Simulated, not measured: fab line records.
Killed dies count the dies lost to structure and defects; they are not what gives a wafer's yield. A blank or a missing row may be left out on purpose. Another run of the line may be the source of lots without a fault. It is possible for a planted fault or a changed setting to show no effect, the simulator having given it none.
What tool caused it? || flow gf180mcu || 14 lots, 42 wafers sampled, at 3 steps of a route of 602

## WHAT EACH GAUGE READ, for each wafer
GF_STI_CD_MEAS_12: target cd 220 nm. Usual: cd-nm reads 219.8 nm (standard deviation 1.1).
{"lot": "L649", "measured": "day 2 01:33", "on": "cd-sem-02", "cd-nm (nm)": "219.9 220.3 219.7", "flag": ""}
{"lot": "L650", "measured": "day 2 06:23", "on": "cd-sem-02", "cd-nm (nm)": "219.6 220.2 219.3", "flag": ""}
{"lot": "L651", "measured": "day 2 11:24", "on": "cd-sem-02", "cd-nm (nm)": "220.7 220.3 220.2", "flag": ""}
{"lot": "L652", "measured": "day 2 17:01", "on": "cd-sem-01", "cd-nm (nm)": "218.3 218.6 218.8", "flag": ""}
{"lot": "L653", "measured": "day 2 21:51", "on": "cd-sem-02", "cd-nm (nm)": "220.4 220.5 220.7", "flag": ""}
{"lot": "L657", "measured": "day 3 20:19", "on": "cd-sem-02", "cd-nm (nm)": "222.3 221.4 222.3", "flag": ""}
{"lot": "L661", "measured": "day 4 15:41", "on": "cd-sem-02", "cd-nm (nm)": "218.8 218.7 220.6", "flag": ""}
{"lot": "L663", "measured": "day 5 01:28", "on": "cd-sem-01", "cd-nm (nm)": "220.7 220.0 221.5", "flag": ""}
{"lot": "L664", "measured": "day 5 07:07", "on": "cd-sem-01", "cd-nm (nm)": "219.3 219.3 220.4", "flag": ""}
{"lot": "L666", "measured": "day 5 17:01", "on": "cd-sem-01", "cd-nm (nm)": "221.6 219.9 219.1", "flag": ""}
{"lot": "L669", "measured": "day 6 08:16", "on": "cd-sem-02", "cd-nm (nm)": "220.0 220.0 220.6", "flag": ""}
{"lot": "L670", "measured": "day 6 13:07", "on": "cd-sem-02", "cd-nm (nm)": "218.6 218.9 219.1", "flag": ""}
{"lot": "L671", "measured": "day 6 18:53", "on": "cd-sem-02", "cd-nm (nm)": "219.1 219.8 220.1", "flag": ""}
{"lot": "L672", "measured": "day 7 00:52", "on": "cd-sem-01", "cd-nm (nm)": "220.1 220.2 220.2", "flag": ""}

GF_VT_IMPLANT_RS_MEAS_47: a four-point-probe measurement. Usual: NWELL_RS gives 487.6 ohm/sq (standard deviation 1.1).
{"lot": "L649", "measured": "day 7 12:07", "on": "film-metro-04", "NWELL_RS (ohm/sq)": "487.7 488.0 488.3", "flag": ""}
{"lot": "L650", "measured": "day 7 19:43", "on": "film-metro-02", "NWELL_RS (ohm/sq)": "486.5 487.6 488.3", "flag": ""}
{"lot": "L651", "measured": "day 8 03:37", "on": "film-metro-02", "NWELL_RS (ohm/sq)": "488.4 487.8 488.0", "flag": ""}
{"lot": "L652", "measured": "day 8 11:23", "on": "film-metro-02", "NWELL_RS (ohm/sq)": "487.0 486.1 485.8", "flag": ""}
{"lot": "L653", "measured": "day 8 15:25", "on": "film-metro-03", "NWELL_RS (ohm/sq)": "488.5 488.3 489.2", "flag": ""}
{"lot": "L657", "measured": "day 9 20:35", "on": "film-metro-03", "NWELL_RS (ohm/sq)": "487.3 489.5 488.3", "flag": ""}
{"lot": "L661", "measured": "day 10 22:27", "on": "film-metro-04", "NWELL_RS (ohm/sq)": "488.8 488.5 488.0", "flag": ""}
{"lot": "L663", "measured": "day 11 12:05", "on": "film-metro-03", "NWELL_RS (ohm/sq)": "488.1 487.5 487.1", "flag": ""}
{"lot": "L664", "measured": "day 11 18:04", "on": "film-metro-04", "NWELL_RS (ohm/sq)": "487.7 485.6 488.1", "flag": ""}
{"lot": "L666", "measured": "day 12 06:08", "on": "film-metro-02", "NWELL_RS (ohm/sq)": "487.1 487.7 488.5", "flag": ""}
{"lot": "L669", "measured": "day 13 02:34", "on": "film-metro-04", "NWELL_RS (ohm/sq)": "489.3 487.1 487.9", "flag": ""}
{"lot": "L670", "measured": "day 13 16:28", "on": "film-metro-02", "NWELL_RS (ohm/sq)": "485.1 486.4 485.8", "flag": ""}
{"lot": "L671", "measured": "day 13 17:47", "on": "film-metro-03", "NWELL_RS (ohm/sq)": "488.3 488.9 489.0", "flag": ""}
{"lot": "L672", "measured": "day 14 01:15", "on": "film-metro-02", "NWELL_RS (ohm/sq)": "487.2 488.5 488.5", "flag": ""}

## WHICH TOOL RAN EACH LOT (tool, then ch and the chambers of the sampled wafers, then the start)
{"lot": "L649", "GF_VT_IMPLANT_IMPLANT_19": "implanter-02 ch 0, day 6 04:50"}
{"lot": "L650", "GF_VT_IMPLANT_IMPLANT_19": "implanter-03 ch 0, day 6 11:56"}
{"lot": "L651", "GF_VT_IMPLANT_IMPLANT_19": "implanter-02 ch 0, day 6 18:53"}
{"lot": "L652", "GF_VT_IMPLANT_IMPLANT_19": "implanter-01 ch 0, day 7 01:54"}
{"lot": "L653", "GF_VT_IMPLANT_IMPLANT_19": "implanter-01 ch 0, day 7 06:14"}
{"lot": "L657", "GF_VT_IMPLANT_IMPLANT_19": "implanter-01 ch 0, day 8 11:06"}
{"lot": "L661", "GF_VT_IMPLANT_IMPLANT_19": "implanter-01 ch 0, day 9 10:29"}
{"lot": "L663", "GF_VT_IMPLANT_IMPLANT_19": "implanter-03 ch 0, day 9 22:48"}
{"lot": "L664", "GF_VT_IMPLANT_IMPLANT_19": "implanter-02 ch 0, day 10 04:50"}
{"lot": "L666", "GF_VT_IMPLANT_IMPLANT_19": "implanter-02 ch 0, day 10 16:33"}
{"lot": "L669", "GF_VT_IMPLANT_IMPLANT_19": "implanter-03 ch 0, day 11 11:51"}
{"lot": "L670", "GF_VT_IMPLANT_IMPLANT_19": "implanter-03 ch 0, day 12 00:41"}
{"lot": "L671", "GF_VT_IMPLANT_IMPLANT_19": "implanter-01 ch 0, day 12 02:06"}
{"lot": "L672", "GF_VT_IMPLANT_IMPLANT_19": "implanter-02 ch 0, day 12 08:50"}
- GF_VT_IMPLANT_IMPLANT_19

## AS READ BY THE TOOLS THEMSELVES (means over the sampled wafers that have a number; for cases with no such wafer, the mark the record gives instead)
GF_VT_IMPLANT_IMPLANT_19. Usual: beam-energy-keV 100.00, standard deviation 0.033; tilt-deg 6.999 degrees, standard deviation 0.019.
{"lot": "L649", "tool": "implanter-02", "beam-energy-keV": 99.98, "tilt-deg (degrees)": 7.015, "flag": ""}
{"lot": "L650", "tool": "implanter-03", "beam-energy-keV": 99.97, "tilt-deg (degrees)": 6.993, "flag": ""}
{"lot": "L651", "tool": "implanter-02", "beam-energy-keV": 99.99, "tilt-deg (degrees)": 7.013, "flag": ""}
{"lot": "L652", "tool": "implanter-01", "beam-energy-keV": 99.99, "tilt-deg (degrees)": 7.013, "flag": ""}
{"lot": "L653", "tool": "implanter-01", "beam-energy-keV": 100.03, "tilt-deg (degrees)": 6.983, "flag": ""}
{"lot": "L657", "tool": "implanter-01", "beam-energy-keV": 102.90, "tilt-deg (degrees)": 7.015, "flag": "OFF"}
{"lot": "L661", "tool": "implanter-01", "beam-energy-keV": 102.90, "tilt-deg (degrees)": 7.015, "flag": "OFF"}
{"lot": "L663", "tool": "implanter-03", "beam-energy-keV": 100.04, "tilt-deg (degrees)": 7.014, "flag": ""}
{"lot": "L664", "tool": "implanter-02", "beam-energy-keV": 100.00, "tilt-deg (degrees)": 6.981, "flag": ""}
{"lot": "L666", "tool": "implanter-02", "beam-energy-keV": 100.02, "tilt-deg (degrees)": 6.982, "flag": ""}
{"lot": "L669", "tool": "implanter-03", "beam-energy-keV": 100.01, "tilt-deg (degrees)": 6.983, "flag": ""}
{"lot": "L670", "tool": "implanter-03", "beam-energy-keV": 100.01, "tilt-deg (degrees)": 6.977, "flag": ""}
{"lot": "L671", "tool": "implanter-01", "beam-energy-keV": 100.00, "tilt-deg (degrees)": 6.971, "flag": ""}
{"lot": "L672", "tool": "implanter-02", "beam-energy-keV": 99.96, "tilt-deg (degrees)": 6.999, "flag": ""}

## THE ANSWER, worked out from the rows above alone
Rule: a lot is off if the mean of its wafers that have a number lies more than 3 standard deviations from the usual mean. Also off: a lot with no number at a reading for which 4 or more lots have one. The other lots that the step has rows for count as sound. Order of review: gauges by route order, followed by the tools' own readings, for which a lot's mean as printed above is used. The first step at which some lot is off is used, and at that step the reading that is off furthest; a lot without a number counts as furthest.
Off at GF_VT_IMPLANT_IMPLANT_19 (beam-energy-keV): L657, L661.
A tool fits if, at that step or a process step before it, it ran every lot that is off, and no sound lot after the first of them. No candidate that was tried fits.

## WHAT THE SIMULATOR PUT IN
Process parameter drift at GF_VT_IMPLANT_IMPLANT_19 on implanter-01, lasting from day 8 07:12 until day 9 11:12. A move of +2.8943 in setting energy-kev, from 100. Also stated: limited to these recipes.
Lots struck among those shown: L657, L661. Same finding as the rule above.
